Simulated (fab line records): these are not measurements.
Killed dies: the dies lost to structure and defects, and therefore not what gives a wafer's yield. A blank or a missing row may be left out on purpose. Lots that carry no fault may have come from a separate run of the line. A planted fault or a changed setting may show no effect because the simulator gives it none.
Matching of chambers -- flow gf180mcu -- 4 sister chambers for GF_STI_CMP_25 on cmp-02
The step polishes, stops on Si3N4, t overpolish 33 s, target thk 524.6 nm. 4 wafers are shown with their chamber, then 7 later ones without.

== EACH WAFER AND ITS CHAMBER ==
wafer,chamber,motorCurrentA (A)
L984.3,0,11.7
L984.5,3,11.5
L994.2,2,12.2
L994.4,1,13.0

== WAFERS MISSING THEIR CHAMBER ==
wafer,motorCurrentA (A)
L994.5,11.5
L996.1,12.0
L996.4,11.6
L996.5,11.9
L998.2,12.0
L998.3,11.5
L998.6,11.6

== CHAMBER TAKEN BY EACH ==
wafer,from the rows above,in truth
L994.5,can't be placed: 3 or 0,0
L996.1,can't be placed: 2 or 0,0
L996.4,can't be placed: 0 or 3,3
L996.5,can't be placed: 0 or 2 or 3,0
L998.2,can't be placed: 2 or 0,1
L998.3,can't be placed: 3 or 0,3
L998.6,can't be placed: 0 or 3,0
0 of 7 placed correctly. Cannot be placed on the basis of these rows: 7; the candidates contain the true chamber in 6. Placed wrongly: 0.
How it was worked out, from the rows above alone: a wafer's distance from a chamber is the root of the sum, over the readings, of the square of ((its reading less the chamber's mean) divided by the reading's scatter). The wafer belongs to the nearest chamber; if the next one is less than 2 further off, it can't be placed. Each chamber's mean is taken over the wafers shown for it. The scatter (one wafer shown for each chamber): square how far every hidden wafer sits from the nearest shown wafer, average those squares and take the square root.
